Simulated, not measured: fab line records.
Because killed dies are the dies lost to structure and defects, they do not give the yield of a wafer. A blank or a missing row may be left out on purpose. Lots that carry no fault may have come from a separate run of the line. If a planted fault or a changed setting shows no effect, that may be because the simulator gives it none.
The tool behind it: which one? || flow sky130 || 30 wafers from 10 lots sampled at 5 of the route's 708 steps

## WHAT EACH GAUGE READ, for each wafer
SKY_CAPM_RS_MEAS_03: the measuring method here is four-point-probe.
{"lot": "L461", "measured": "day 36 02:28", "on": "film-metro-04", "CAPM_TIN_RS (ohm/sq)": "6.89 6.93 6.89"}
{"lot": "L462", "measured": "day 36 19:55", "on": "film-metro-04", "CAPM_TIN_RS (ohm/sq)": "6.99 6.90 6.83"}
{"lot": "L468", "measured": "day 39 06:02", "on": "film-metro-04", "CAPM_TIN_RS (ohm/sq)": "7.43 7.39 7.32"}
{"lot": "L469", "measured": "day 39 10:08", "on": "film-metro-04", "CAPM_TIN_RS (ohm/sq)": "7.39 7.32 7.44"}
{"lot": "L472", "measured": "day 40 19:43", "on": "film-metro-04", "CAPM_TIN_RS (ohm/sq)": "6.93 6.89 6.86"}
{"lot": "L477", "measured": "day 41 11:23", "on": "film-metro-02", "CAPM_TIN_RS (ohm/sq)": "6.92 6.99 6.97"}
{"lot": "L478", "measured": "day 42 04:29", "on": "film-metro-03", "CAPM_TIN_RS (ohm/sq)": "6.88 6.86 6.91"}
{"lot": "L481", "measured": "day 42 13:26", "on": "film-metro-02", "CAPM_TIN_RS (ohm/sq)": "6.91 6.90 6.91"}
{"lot": "L482", "measured": "day 42 17:04", "on": "film-metro-03", "CAPM_TIN_RS (ohm/sq)": "6.93 6.91 6.95"}
{"lot": "L483", "measured": "day 43 01:13", "on": "film-metro-02", "CAPM_TIN_RS (ohm/sq)": "7.09 6.96 7.03"}

## TOOL THAT RAN EACH LOT (tool first, then ch and the chambers of the sampled wafers, then the start)
{"lot": "L461", "SKY_VIA2_STRIP_16": "plasma-asher-04 ch 0,1, day 36 00:49", "SKY_METAL3_SPUTTER_04": "pvd-sputter-01, day 36 02:14", "SKY_CAPM_CVD_00": "pecvd-03 ch 0,1,2, day 36 02:17", "SKY_CAPM_SPUTTER_02": "pvd-sputter-03, day 36 02:22"}
{"lot": "L462", "SKY_VIA2_STRIP_16": "plasma-asher-01 ch 0,1, day 36 18:16", "SKY_METAL3_SPUTTER_04": "pvd-sputter-01, day 36 19:40", "SKY_CAPM_CVD_00": "pecvd-03 ch 0,1,2, day 36 19:43", "SKY_CAPM_SPUTTER_02": "pvd-sputter-02, day 36 19:47"}
{"lot": "L468", "SKY_VIA2_STRIP_16": "plasma-asher-04 ch 0,1, day 39 04:25", "SKY_METAL3_SPUTTER_04": "pvd-sputter-01, day 39 05:47", "SKY_CAPM_CVD_00": "pecvd-03 ch 0,1,2, day 39 05:50", "SKY_CAPM_SPUTTER_02": "pvd-sputter-04, day 39 05:55"}
{"lot": "L469", "SKY_VIA2_STRIP_16": "plasma-asher-01 ch 0,1, day 39 08:28", "SKY_METAL3_SPUTTER_04": "pvd-sputter-01, day 39 09:53", "SKY_CAPM_CVD_00": "pecvd-04 ch 0,1, day 39 09:56", "SKY_CAPM_SPUTTER_02": "pvd-sputter-04, day 39 10:01"}
{"lot": "L472", "SKY_VIA2_STRIP_16": "plasma-asher-03 ch 0,1, day 40 17:59", "SKY_METAL3_SPUTTER_04": "pvd-sputter-01, day 40 19:29", "SKY_CAPM_CVD_00": "pecvd-01 ch 1,2, day 40 19:32", "SKY_CAPM_SPUTTER_02": "pvd-sputter-02, day 40 19:37"}
{"lot": "L477", "SKY_VIA2_STRIP_16": "plasma-asher-04 ch 0,1, day 41 09:46", "SKY_METAL3_SPUTTER_04": "pvd-sputter-04, day 41 11:08", "SKY_CAPM_CVD_00": "pecvd-01 ch 1,2, day 41 11:11", "SKY_CAPM_SPUTTER_02": "pvd-sputter-02, day 41 11:16"}
{"lot": "L478", "SKY_VIA2_STRIP_16": "plasma-asher-03 ch 0,1, day 42 02:52", "SKY_METAL3_SPUTTER_04": "pvd-sputter-01, day 42 04:14", "SKY_CAPM_CVD_00": "pecvd-01 ch 0,2, day 42 04:17", "SKY_CAPM_SPUTTER_02": "pvd-sputter-03, day 42 04:22"}
{"lot": "L481", "SKY_VIA2_STRIP_16": "plasma-asher-01 ch 0,1, day 42 11:50", "SKY_METAL3_SPUTTER_04": "pvd-sputter-03, day 42 13:12", "SKY_CAPM_CVD_00": "pecvd-04 ch 0,1,2, day 42 13:15", "SKY_CAPM_SPUTTER_02": "pvd-sputter-02, day 42 13:20"}
{"lot": "L482", "SKY_VIA2_STRIP_16": "plasma-asher-04 ch 0,1, day 42 15:26", "SKY_METAL3_SPUTTER_04": "pvd-sputter-04, day 42 16:49", "SKY_CAPM_CVD_00": "pecvd-01 ch 0,1,2, day 42 16:52", "SKY_CAPM_SPUTTER_02": "pvd-sputter-02, day 42 16:57"}
{"lot": "L483", "SKY_VIA2_STRIP_16": "plasma-asher-04 ch 0,1, day 42 23:34", "SKY_METAL3_SPUTTER_04": "pvd-sputter-04, day 43 00:58", "SKY_CAPM_CVD_00": "pecvd-03 ch 1,2, day 43 01:01", "SKY_CAPM_SPUTTER_02": "pvd-sputter-03, day 43 01:06"}
- SKY_VIA2_STRIP_16: strips in O2/N2.
- SKY_METAL3_SPUTTER_04: material TiN, target thk 70 nm, time 58.3 s.
- SKY_CAPM_CVD_00: deposits SiO2, target thk 15.5 nm.
- SKY_CAPM_SPUTTER_02: material TiN, target thk 200 nm, time 166.7 s.

## THE ANSWER, worked out from the rows above alone
Rule: the lots themselves supply what counts as usual. Put in order of their means at a reading, lots are off if they are a third of the lots or fewer, leave a main group of 4 or more, and stand apart from it by a gap of 3 or more times the standard deviation of the main group's means; of several such gaps the widest counts. Not used: any main group whose means are identical at the precision the tables above print for the reading. Also off: a lot with no number at a reading for which 4 or more lots have one. The other lots that the step has rows for count as sound.
Off: L468, L469, seen at SKY_CAPM_RS_MEAS_03 (CAPM_TIN_RS). The main group: mean 6.93 ohm/sq, standard deviation 0.044.
If a tool, at a process step before that reading, ran all the lots that are off and no sound lot after the first of them, it fits. The gauges at SKY_CAPM_RS_MEAS_03 are tried like those tools. One fits: pvd-sputter-04 at SKY_CAPM_SPUTTER_02. It ran no sound lot before its first lot that is off in this sample, so the start can't be narrowed down.

## WHAT WAS PUT IN BY THE SIMULATOR
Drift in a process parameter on pvd-sputter-04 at SKY_CAPM_SPUTTER_02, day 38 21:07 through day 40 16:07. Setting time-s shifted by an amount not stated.
Lots struck among those shown: L468, L469. The same result came from the rule above.
